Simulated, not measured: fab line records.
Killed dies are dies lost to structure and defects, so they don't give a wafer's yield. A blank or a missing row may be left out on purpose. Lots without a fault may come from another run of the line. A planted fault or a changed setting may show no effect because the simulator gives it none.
2 desks looking at one fault | flow gf180mcu | each desk holds nothing but its own numbers, with what lay behind them at the end

## AT THE METROLOGY DESK
What the gauges read for every lot (on any tool): the sampled wafers with a number, averaged. Any lot whose mean is over 4 standard deviations away from the usual mean is out of limits and marked OUT; that distance is given in the brackets.
Columns: A = MVSD_TW at GF_MVSD_TW_MEAS_11, usual 1568; B = MVSD_RS at GF_VT_IMPLANT_RS_MEAS_46, usual 457.2 ohm/sq; C = NWELL_RS at GF_VT_IMPLANT_RS_MEAS_47, usual 487.7 ohm/sq; D = M1_OVL at GF_M1_OVL_MEAS_15, usual 1 nm
lot  | first seen here | A    | B               | C     | D
L999 | day 4 10:10     | 1579 | 457.7           | 488.6 | 1
L104 | day 5 15:57     | 1559 | 458.9           | 488.5 | -1
L105 | day 5 22:02     | 1564 | 456.5           | 489.3 | -7
L107 | day 6 09:13     | 1578 | 457.8           | 486.0 | 7
L112 | day 7 11:39     | 1553 | 458.4           | 487.3 | 2
L115 | day 8 04:50     | 1588 | 438.9 (-15) OUT | 486.6 | -4
L116 | day 8 10:25     | 1612 | 438.5 (-16) OUT | 487.5 | -2
L117 | day 8 16:46     | 1551 | 458.3           | 486.7 | 6
L119 | day 9 06:11     | 1561 | 457.9           | 488.8 | 4
L120 | day 9 18:20     | 1579 | 455.4           | 487.0 | 7
This desk finds L115, L116 out of limits, with the earliest case on L115 at day 11 20:11 (MVSD_RS at GF_VT_IMPLANT_RS_MEAS_46). L999, L104, L105, L107, L112, L117, L119, L120 stayed within limits.

## DESK OF THE TOOL OWNER: implanter-01
GF_MVSD_IMPLANT_08, tool's own readings: per-lot mean of the sampled wafers with a number, covering each lot this tool ran. Any lot whose mean is over 4 standard deviations away from the usual mean is out of limits and marked OUT; that distance is given in the brackets.
Columns: A = beamOnS at GF_MVSD_IMPLANT_08, usual 10.02 s; B = endStationPressureTorr at GF_MVSD_IMPLANT_08, usual 5.03e-06 Torr; C = faradayCurrentUA at GF_MVSD_IMPLANT_08, usual 90.1
lot  | first seen here | A                | B                          | C
L999 | day 4 09:46     | 9.84             | 5.16e-06                   | 91.9
L107 | day 6 08:49     | 10.12            | 4.81e-06                   | 89.2
L115 | day 8 04:26     | 11.10 (+5.7) OUT | 6.17e-05 (+99 or more) OUT | 78.5 (-6.8) OUT
L116 | day 8 10:01     | 10.82 (+4.2) OUT | 6.62e-05 (+99 or more) OUT | 80.5 (-5.7) OUT
This desk finds L115, L116 out of limits, L115 being first, at day 8 04:26 (beamOnS at GF_MVSD_IMPLANT_08). L999, L107 stayed within limits.

## ALL TOGETHER
On L115, L116, at day 8 04:26, an alarm was possible from the tool owner's desk.
An alarm was possible from the metrology desk at day 11 20:11, on L115, L116.
All the named lots went through GF_MVSD_IMPLANT_08 on implanter-01.

## WHAT THE SIMULATOR HAD PUT IN
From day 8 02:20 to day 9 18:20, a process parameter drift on implanter-01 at GF_MVSD_IMPLANT_08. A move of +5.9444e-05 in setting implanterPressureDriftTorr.
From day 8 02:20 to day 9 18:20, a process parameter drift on implanter-01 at GF_MVSD_IMPLANT_08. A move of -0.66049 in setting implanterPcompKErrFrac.
Struck lots among those shown: L115, L116.
Fault start to first reading out of limits, in hours, per desk: tool owner, 2; metrology, 90.
